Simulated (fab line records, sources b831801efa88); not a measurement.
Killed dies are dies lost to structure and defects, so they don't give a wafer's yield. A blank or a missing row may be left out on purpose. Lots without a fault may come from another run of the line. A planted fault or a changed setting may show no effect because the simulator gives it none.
A struck lot beside a sound one | flow gf180mcu | 15 steps out of a route of 602
Sound: wafers L783.3, L783.5, L783.6. Struck: wafers L777.3, L777.4, L777.5. The cause comes at the end.
At each step with rows: each side's tool, then ch and its chambers, then its first start. Under that, the readings that differ: sound wafers | struck wafers | difference of the means | sigmas: that difference in standard deviations of wafers without a fault.
alike: readings whose means differ by less than 2 such deviations, and words and numbers that are the same on both sides. not compared: withheld readings, readings that some wafer has no value for, bounds like >300 that may hide the same value, and numbers for which the record gives no deviation and whose values overlap.
The two part at a step that has a row with sigmas, a row that says differs or no value, or rows on one side only. Numbers that don't overlap but have no deviation are shown without sigmas and don't part them. A reading that every wafer of one side lacks parts them only if that side has two wafers or more.

first, 1 step without rows for these wafers: GF_SALICIDE_WET_ETCH_07 (etches the open film in SPM, target depth 120 nm).
GF_SALICIDE_RTA_08: time 30 s.
  sound on rtp_anneal-02 ch 0, day 20 00:32; struck on rtp_anneal-01 ch 0, day 18 04:55
  reading            | sound             | struck            | difference | sigmas
  lamp_power_pct (%) | 17.91 17.93 17.88 | 17.52 17.54 17.55 | -0.37      | -2
  wafer_temp_C_max   | 801.8 801.2 802.7 | 803.6 802.9 806.0 | +2.3       | +2
then, 1 step without rows for these wafers: GF_CONTACT_CVD_00 (deposits SiO2, target thk 300 nm, time 50 s).
GF_CONTACT_THK_MEAS_01:
  sound on film_metro-01, day 20 00:40; struck on film_metro-01, day 18 05:03
  alike: CONTACT_CVD_00_THK
GF_CONTACT_CVD_02: deposits SiO2 from TEOS, target thk 860 nm, time 95.992 s.
  sound on pecvd-01 ch 0,2, day 20 00:43; struck on pecvd-01 ch 0,1,2, day 18 05:05
  alike: heater_power_w
GF_CONTACT_THK_MEAS_03:
  sound on film_metro-03, day 20 00:48; struck on film_metro-04, day 18 05:11
  alike: CONTACT_CVD_02_THK
GF_CONTACT_CMP_04: polishes SiO2.
  sound on cmp-02 ch 2,3, day 20 00:50; struck on cmp-02 ch 1,2, day 18 05:13
  alike: motor_current_A, time_to_endpoint_s
GF_CONTACT_BOW_MEAS_05:
  sound on film_metro-04, day 20 01:11; struck on film_metro-01, day 18 05:34
  alike: CONTACT_BOW
then, 4 steps without rows for these wafers: GF_CONTACT_DEHYDRATE_06 (time 60 s); GF_CONTACT_HMDS_07 (prime time 60 s); GF_CONTACT_COAT_08; GF_CONTACT_COAT_09 (resist thk 1000 nm).
GF_CONTACT_SOFTBAKE_10: time 60 s.
  sound on litho_track-01 ch 0, day 20 13:00; struck on litho_track-04 ch 0, day 18 17:00
  reading                  | sound             | struck            | difference | sigmas
  heater_power_total_W (W) | 93.04 93.01 93.08 | 94.71 94.63 94.61 | +1.61      | +26
  run_length_s (s)         | 89.21 89.15 89.38 | 86.14 86.06 86.10 | -3.15      | -20
then, 1 step without rows for these wafers: GF_CONTACT_EXPOSE_11 (exposes mask Contact, target cd 220 nm).
-- the record jumps here: 13 days lie between the struck wafers' starts before and after (it left off in module CONTACT and takes up again in module PASSIVATION, whose first step shown is number 602 of the route) --
GF_PASSIVATION_PROBE_99:
  the record has rows for the struck wafers here (prober-01, day 31 11:08) and none for the sound ones

WHERE THEY PART
First at GF_SALICIDE_RTA_08; last, within this record, at GF_PASSIVATION_PROBE_99.

WHY: what the simulator had put in
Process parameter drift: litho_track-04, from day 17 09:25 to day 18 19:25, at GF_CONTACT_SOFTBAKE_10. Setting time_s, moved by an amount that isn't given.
